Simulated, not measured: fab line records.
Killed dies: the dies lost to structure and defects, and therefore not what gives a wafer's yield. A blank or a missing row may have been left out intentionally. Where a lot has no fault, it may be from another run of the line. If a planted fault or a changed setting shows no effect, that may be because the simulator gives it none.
Which tool was responsible? | flow sky130 | 14 lots, 40 wafers sampled, at 5 steps of a route of 708

WHAT THE GAUGES READ, wafer by wafer
SKY_FIELD_ISO_THK_MEAS_23.
lot  | measured    | on            | FIELD_ISO_OXIDATION_01_THK (nm)
L665 | day 2 06:20 | film-metro-03 | 9.69 9.64 9.65
L666 | day 2 12:22 | film-metro-03 | 10.09 10.08 10.05
L668 | day 2 23:21 | film-metro-02 | 9.68 10.03 9.75
L669 | day 3 04:55 | film-metro-04 | 10.42 10.26 10.44
L670 | day 3 10:16 | film-metro-02 | 9.70 9.68 9.84
L671 | day 3 14:44 | film-metro-02 | 9.69 9.67 9.77
L672 | day 3 20:19 | film-metro-03 | 9.70 9.86 9.97
L674 | day 4 07:05 | film-metro-03 | 9.90 9.91
L675 | day 4 12:37 | film-metro-02 | 10.10 10.02 10.07
L680 | day 5 13:45 | film-metro-04 | 10.05 9.87
L681 | day 5 19:52 | film-metro-04 | 10.36 10.36 10.32
L682 | day 6 01:12 | film-metro-04 | 9.93 10.05 9.99
L683 | day 6 06:27 | film-metro-02 | 9.82 9.86 9.72
L688 | day 7 06:53 | film-metro-03 | 10.35 10.08 10.17

SKY_NWELL_TW_MEAS_26.
lot  | measured     | on            | NWELL_2_TW
L665 | day 5 08:19  | film-metro-03 | 491 491 490
L666 | day 5 19:02  | film-metro-02 | 499 498 498
L668 | day 6 05:31  | film-metro-01 | 494 496 499
L669 | day 6 10:58  | film-metro-03 | 492 493 494
L670 | day 6 19:06  | film-metro-02 | 500 500 497
L671 | day 6 23:38  | film-metro-03 | 493 493 491
L672 | day 7 06:04  | film-metro-01 | 498 498 499
L674 | day 7 16:44  | film-metro-02 | 473 498
L675 | day 8 00:49  | film-metro-03 | 467 494 491
L680 | day 9 03:37  | film-metro-01 | 471 497
L681 | day 9 10:44  | film-metro-02 | 498 496 498
L682 | day 9 15:48  | film-metro-01 | 499 498 497
L683 | day 10 00:44 | film-metro-02 | 498 497 501
L688 | day 11 03:07 | film-metro-01 | 497 496 494

SKY_NWELL_RS_MEAS_31: measures by four-point-probe.
lot  | measured     | on            | PWDE_RS (ohm/sq)
L665 | day 5 08:46  | film-metro-01 | 5262 5262 5246
L666 | day 5 19:31  | film-metro-01 | 5309 5310 5313
L668 | day 6 05:59  | film-metro-03 | 5281 5265 5279
L669 | day 6 11:25  | film-metro-02 | 5261 5241 5240
L670 | day 6 19:34  | film-metro-01 | 5305 5288 5299
L671 | day 7 00:05  | film-metro-01 | 5263 5257 5272
L672 | day 7 06:32  | film-metro-02 | 5274 5266 5262
L674 | day 7 17:11  | film-metro-02 | 5274 5284
L675 | day 8 01:17  | film-metro-01 | 5259 5260 5228
L680 | day 9 04:05  | film-metro-03 | 5246 5270
L681 | day 9 11:12  | film-metro-03 | 5257 5219 5254
L682 | day 9 16:16  | film-metro-03 | 5262 5251 5279
L683 | day 10 01:11 | film-metro-01 | 5258 5259 5256
L688 | day 11 03:35 | film-metro-01 | 5291 5279 5269

SKY_VT_ADJUST_HVTP_OVL_MEAS_08.
lot  | measured     | on         | VT_ADJUST_HVTP_OVL (nm)
L665 | day 6 04:08  | overlay-02 | 0.7 0.9 1.0
L666 | day 6 14:53  | overlay-01 | 0.3 1.6 -0.4
L668 | day 7 01:20  | overlay-02 | 1.8 2.5 2.9
L669 | day 7 06:59  | overlay-02 | -0.4 0.7 0.6
L670 | day 7 15:11  | overlay-01 | 0.5 1.8 0.5
L671 | day 7 20:23  | overlay-02 | 2.8 1.2 0.4
L672 | day 8 03:03  | overlay-02 | 1.2 1.9 0.9
L674 | day 8 14:32  | overlay-01 | 1.4 0.2
L675 | day 8 22:23  | overlay-02 | -1.5 0.4 1.5
L680 | day 10 02:34 | overlay-01 | -1.3 0.4
L681 | day 10 10:02 | overlay-01 | 1.6 2.9 -0.1
L682 | day 10 15:00 | overlay-02 | -0.7 -1.3 0.9
L683 | day 11 00:09 | overlay-02 | 1.2 2.6 -1.2
L688 | day 12 01:39 | overlay-01 | -1.0 1.3 -0.9

TOOL THAT RAN EACH LOT (tool first, then ch and the chambers of the sampled wafers, then the start)
lot  | SKY_NWELL_IMPLANT_24
L665 | implanter-01 ch 0, day 5 08:04
L666 | implanter-02 ch 0, day 5 18:49
L668 | implanter-03 ch 0, day 6 05:17
L669 | implanter-03 ch 0, day 6 10:43
L670 | implanter-03 ch 0, day 6 18:52
L671 | implanter-02 ch 0, day 6 23:23
L672 | implanter-01 ch 0, day 7 05:50
L674 | implanter-03 ch 0, day 7 16:29
L675 | implanter-03 ch 0, day 8 00:35
L680 | implanter-03 ch 0, day 9 03:23
L681 | implanter-02 ch 0, day 9 10:29
L682 | implanter-02 ch 0, day 9 15:34
L683 | implanter-02 ch 0, day 10 00:29
L688 | implanter-02 ch 0, day 11 02:53
- SKY_NWELL_IMPLANT_24

AS READ BY THE TOOLS THEMSELVES (means over the sampled wafers that have a number; for cases with no such wafer, the mark the record gives instead)
SKY_NWELL_IMPLANT_24.
lot  | tool         | beam-energy-keV | beam-on-s (s) | faraday-current-uA
L665 | implanter-01 | 139.99          | 10.09         | 51.4
L666 | implanter-02 | 140.04          | 10.05         | 51.6
L668 | implanter-03 | 140.03          | 9.74          | 53.2
L669 | implanter-03 | 140.06          | 10.09         | 51.3
L670 | implanter-03 | 140.03          | 10.03         | 51.8
L671 | implanter-02 | 139.99          | 10.02         | 51.8
L672 | implanter-01 | 140.02          | 9.72          | 53.4
L674 | implanter-03 | 139.95          | 8.99          | 57.9
L675 | implanter-03 | 140.02          | 9.50          | 55.2
L680 | implanter-03 | 140.02          | 9.35          | 56.0
L681 | implanter-02 | 139.95          | 9.91          | 52.5
L682 | implanter-02 | 139.97          | 9.94          | 52.1
L683 | implanter-02 | 139.98          | 10.13         | 51.3
L688 | implanter-02 | 139.97          | 9.89          | 52.5

THE ANSWER, worked out from the rows above alone
Rule: the usual values come from the lots themselves. The widest of any qualifying gaps counts: lots, ordered by their means at a reading, are off when they make up no more than a third of the lots, leave a main group of 4 or more, and stand apart from it by 3 or more times the standard deviation of that group's means. A main group is skipped when, at the precision printed for the reading in the tables above, its means are all equal. Also off: a lot with no number at a reading for which 4 or more lots have one. All remaining lots with rows at the step are treated as sound. Order of review: gauges by route order, followed by the tools' own readings, for which a lot's mean as printed above is used. At the first step where some lot is off, the reading lying furthest off is the one used; lots without a number count as furthest.
Across all readings shown, no lot is off: no conclusion can be drawn from this.

WHAT THE SIMULATOR HAD INSERTED
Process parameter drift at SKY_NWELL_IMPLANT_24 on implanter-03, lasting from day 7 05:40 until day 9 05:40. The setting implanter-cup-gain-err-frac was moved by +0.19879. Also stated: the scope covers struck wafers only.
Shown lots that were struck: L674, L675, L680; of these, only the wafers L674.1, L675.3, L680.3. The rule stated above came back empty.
